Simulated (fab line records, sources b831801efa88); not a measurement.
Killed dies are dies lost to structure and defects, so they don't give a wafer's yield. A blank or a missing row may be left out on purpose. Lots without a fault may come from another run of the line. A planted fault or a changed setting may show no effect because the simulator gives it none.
fab line records | flow sfq_line
record lots=14 wafers=42 last_day=92
route steps=325 shown L0V@23 M0@32 I1@75 I2@105
lots that met no fault: from a run of the same line without faults
start_h: hours from the record's first day to the start of the lot's first wafer shown | wait_h: hours since the lot's step before | " the same as in the row above | L1.1+2: a row that stands for several wafers | - no value, or no start given | * or withheld: withheld | < > ~ a bound
route shown NAME@n: a module of which the file shows steps, and the number in the route of the first | usual: mean/standard deviation of fault-free wafers | same: alike in all rows | chamber/n: place in a boat | sites: the reading at each site | _std_site: their standard deviation | _edge_site: outer sites' mean less inner sites' | radius_mm: how far each site lies from the wafer's centre | mask NAME#n: copy n | behind: the tool/chamber that last shaped the wafer | hold: why the lot was held/for how many hours/how that ended | device: the transistor (n, p or np) that didn't switch | end of line: the same wafers' tests at the end of the route | a step without rows: its recipe alone | killed: dies lost to structure and defects at the first sort, not the wafer's yield | map: a wafer's dies, x killed, . not, _ none there
set.NAME: the setting as run; set.NAME@STEP: as run at that earlier step | model.NAME: the simulator's own value behind a step, which no gauge read
steps of the route over a sample of lots; a table a step, a row a wafer
## steps
# step SFQ_L0V_OVL_MEAS_903
# usual L0V_OVL=-1/4.9
# columns lot.wafer tool chamber start_h wait_h L0V_OVL[nm]
L451.1 overlay-01 - 160.47 0.1 2
L451.3 " - " " -1
L451.6 " - " " 1
L452.2 overlay-01 - 162.14 0.1 6
L452.3 " - " " 10
L452.4 " - " " 12
L453.2 overlay-02 - 168.14 0.1 -1
L453.3 " - " " -1
L453.5 " - " " -1
L457.1 overlay-02 - 202.91 0.1 -13
L457.3 " - " " -9
L457.5 " - " " -15
L458.1 overlay-01 - 207.71 0.1 4
L458.2 " - " " 2
L458.3 " - " " 4
L460.3 overlay-01 - 217.32 0.1 0
L460.4 " - " " 6
L460.5 " - " " -7
L464.3 overlay-01 - 237.82 0.1 8
L464.4 " - " " 12
L464.6 " - " " 1
L466.3 overlay-02 - 257.02 0.1 -2
L466.5 " - " " -4
L466.6 " - " " -2
L468.1 overlay-02 - 273.93 0.1 -4
L468.3 " - " " -1
L468.6 " - " " 3
L469.1 overlay-02 - 278.41 0.1 0
L469.3 " - " " -2
L469.5 " - " " 3
L471.1 overlay-02 - 293.88 0.1 3
L471.3 " - " " 2
L471.6 " - " " 6
L472.2 overlay-01 - 299.89 0.1 -1
L472.3 " - " " 3
L472.4 " - " " -5
L473.1 overlay-01 - 307.08 0.1 -3
L473.3 " - " " 4
L473.4 " - " " 2
L474.2 overlay-02 - 314.29 0.1 -4
L474.5 " - " " -5
L474.6 " - " " -5
# step SFQ_TRILAYER_M0_LITHO_COAT_026
# recipe resist=BARC spin_rpm=3000 resist_thk_nm=62
# usual spin_speed_rpm=3000.0/1.8
# columns lot.wafer tool chamber start_h wait_h spin_speed_rpm
L451.1 litho_track-03 0 161.66 0.1 2999.9
L451.3 " 0 " " 3001.6
L451.6 " 0 " " 3001.5
L452.2 litho_track-03 0 163.58 0.1 3000.9
L452.3 " 0 " " 3000.1
L452.4 " 0 " " 2999.2
L453.2 litho_track-02 0 169.38 0.1 3002.8
L453.3 " 0 " " 3003.8
L453.5 " 0 " " 3003.3
L457.1 litho_track-02 0 204.10 0.1 3183.8
L457.3 " 0 " " 3185.1
L457.5 " 0 " " 3184.8
L458.1 litho_track-03 0 208.90 0.1 3002.3
L458.2 " 0 " " 2999.2
L458.3 " 0 " " 2998.7
L460.3 litho_track-02 0 218.60 0.1 3185.8
L460.4 " 0 " " 3181.9
L460.5 " 0 " " 3184.6
L464.3 litho_track-01 0 239.10 0.1 2999.1
L464.4 " 0 " " 2998.8
L464.6 " 0 " " 3000.5
L466.3 litho_track-01 0 258.30 0.1 2998.0
L466.5 " 0 " " 2997.3
L466.6 " 0 " " 2998.0
L468.1 litho_track-01 0 275.13 0.1 2999.0
L468.3 " 0 " " 2999.3
L468.6 " 0 " " 3002.6
L469.1 litho_track-01 0 279.60 0.1 3002.5
L469.3 " 0 " " 3000.3
L469.5 " 0 " " 2998.0
L471.1 litho_track-03 0 295.08 0.1 2999.8
L471.3 " 0 " " 3001.1
L471.6 " 0 " " 2999.1
L472.2 litho_track-03 0 301.13 0.1 3003.5
L472.3 " 0 " " 3000.3
L472.4 " 0 " " 3002.7
L473.1 litho_track-01 0 308.28 0.1 3000.1
L473.3 " 0 " " 3000.5
L473.4 " 0 " " 3001.5
L474.2 litho_track-03 0 315.53 0.1 2999.5
L474.5 " 0 " " 3002.3
L474.6 " 0 " " 2997.9
# step SFQ_I1_BOW_MEAS_912
# recipe mode=bow
# usual I1_BOW=2/7.4
# columns lot.wafer tool chamber start_h wait_h I1_BOW[um]
L451.1 film_metro-01 - 535.34 1.0 4
L451.3 " - " " 7
L451.6 " - " " -1
L452.2 film_metro-04 - 538.36 1.5 1
L452.3 " - " " -13
L452.4 " - " " 0
L453.2 film_metro-01 - 541.36 2.0 2
L453.3 " - " " 3
L453.5 " - " " 3
L457.1 film_metro-04 - 590.07 2.5 5
L457.3 " - " " -4
L457.5 " - " " 0
L458.1 film_metro-04 - 608.78 1.5 13
L458.2 " - " " 15
L458.3 " - " " 8
L460.3 film_metro-04 - 614.82 2.0 -6
L460.4 " - " " 3
L460.5 " - " " 8
L464.3 film_metro-01 - 627.13 2.5 -5
L464.4 " - " " -2
L464.6 " - " " -2
L466.3 film_metro-01 - 633.69 2.0 3
L466.5 " - " " -12
L466.6 " - " " 0
L468.1 film_metro-04 - 636.65 1.0 8
L468.3 " - " " 11
L468.6 " - " " 11
L469.1 film_metro-01 - 639.09 2.0 13
L469.3 " - " " 9
L469.5 " - " " 6
L471.1 film_metro-04 - 642.09 1.5 2
L471.3 " - " " 2
L471.6 " - " " -5
L472.2 film_metro-01 - 642.67 1.5 5
L472.3 " - " " 1
L472.4 " - " " 0
L473.1 film_metro-02 - 645.09 2.0 8
L473.3 " - " " 3
L473.4 " - " " -4
L474.2 film_metro-01 - 648.11 2.5 8
L474.5 " - " " -2
L474.6 " - " " -6
# step SFQ_I2_BOW_MEAS_917
# recipe mode=bow
# usual I2_BOW=3/8.4
# columns lot.wafer tool chamber start_h wait_h I2_BOW[um]
L451.1 film_metro-04 - 856.88 2.0 3
L451.3 " - " " 8
L451.6 " - " " -2
L452.2 film_metro-04 - 859.90 1.5 -2
L452.3 " - " " -15
L452.4 " - " " -2
L453.2 film_metro-02 - 861.10 2.5 1
L453.3 " - " " 2
L453.5 " - " " 3
L457.1 film_metro-02 - 898.28 2.5 8
L457.3 " - " " -2
L457.5 " - " " 2
L458.1 film_metro-04 - 922.42 1.5 18
L458.2 " - " " 20
L458.3 " - " " 12
L460.3 film_metro-04 - 932.55 2.0 -5
L460.4 " - " " 3
L460.5 " - " " 7
L464.3 film_metro-02 - 941.55 2.5 -6
L464.4 " - " " -3
L464.6 " - " " -3
L466.3 film_metro-02 - 945.46 2.0 11
L466.5 " - " " -5
L466.6 " - " " 9
L468.1 film_metro-02 - 950.51 2.0 10
L468.3 " - " " 12
L468.6 " - " " 12
L469.1 film_metro-03 - 951.42 2.5 20
L469.3 " - " " 17
L469.5 " - " " 15
L471.1 film_metro-03 - 956.51 2.0 2
L471.3 " - " " 2
L471.6 " - " " -6
L472.2 film_metro-04 - 957.44 2.0 7
L472.3 " - " " 3
L472.4 " - " " 1
L473.1 film_metro-02 - 959.51 2.0 2
L473.3 " - " " -1
L473.4 " - " " -9
L474.2 film_metro-02 - 963.44 1.0 13
L474.5 " - " " 4
L474.6 " - " " -2
## key
first_sign step=SFQ_TRILAYER_M0_LITHO_COAT_026 reading=spin_speed_rpm direction=up sigmas=99+ usual=3000.0 struck=3184.3
effect none on later readings
met_at SFQ_TRILAYER_M0_LITHO_COAT_026
struck_lots L457,L460
not_acting_at SFQ_L0V_OVL_MEAS_903,SFQ_I1_BOW_MEAS_912,SFQ_I2_BOW_MEAS_917
onset_between 169.38 204.10
fault kind=process_parameter_drift tool=litho_track-02 chamber=- onset_h=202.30 steps=SFQ_TRILAYER_M0_LITHO_COAT_026 channel=spin_rpm offset=185.33 shape=step end_h=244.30 acts_in=these_recipes_only stated=3000
